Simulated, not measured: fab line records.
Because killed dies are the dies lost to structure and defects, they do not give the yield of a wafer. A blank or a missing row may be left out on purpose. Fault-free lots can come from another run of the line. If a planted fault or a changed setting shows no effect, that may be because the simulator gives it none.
Matching of chambers -- flow sky130 -- rieDiel-02 running SKY_POLY_CUT_ETCH_11: 4 sister chambers
The step etches Si3N4 in CF4/CH2F2/Ar, stops on poly-Si, time 42.5 s, target depth 60 nm. 8 wafers are shown with their chamber, then 7 later ones without.

== EACH WAFER AND ITS CHAMBER ==
wafer,chamber,throttleValvePct (%),ch2f2FlowSccm (sccm)
L508.3,3,15.001,19.92
L511.5,0,14.998,19.93
L511.6,1,14.991,19.99
L512.2,2,14.994,19.99
L512.4,1,14.996,20.07
L512.6,0,14.985,20.04
L526.1,2,14.990,19.91
L526.4,3,15.004,20.00

== WAFERS MISSING THEIR CHAMBER ==
wafer,throttleValvePct (%),ch2f2FlowSccm (sccm)
L526.6,14.991,20.00
L528.1,15.003,19.94
L528.3,14.975,19.95
L528.6,15.000,19.91
L530.2,14.968,19.97
L530.3,14.996,19.96
L530.5,14.975,19.90

== CHAMBER TAKEN BY EACH ==
wafer,from the rows above,in truth
L526.6,can't be placed: 0 or 1 or 2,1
L528.1,can't be placed: 3 or 2 or 0 or 1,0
L528.3,can't be placed: 0 or 2 or 1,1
L528.6,can't be placed: 3 or 2 or 0 or 1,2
L530.2,can't be placed: 0 or 2 or 1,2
L530.3,can't be placed: 2 or 0 or 1 or 3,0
L530.5,can't be placed: 2 or 0 or 1 or 3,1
0 of 7 placed correctly. Can't be placed from these rows: 7 (the true chamber is among the candidates in 7). Placed wrongly: 0.
How it was worked out, from the rows above alone: a wafer's distance from a chamber is the root of the sum, over the readings, of the square of ((its reading less the chamber's mean) divided by the reading's scatter). The wafer belongs to the nearest chamber; if the next one is less than 2 further off, it can't be placed. The mean given for a chamber averages the wafers shown for that chamber. How the scatter is found: for the shown wafers, subtract from each reading the mean of its chamber, square and add these, divide the total by (wafers less chambers), then take the root.
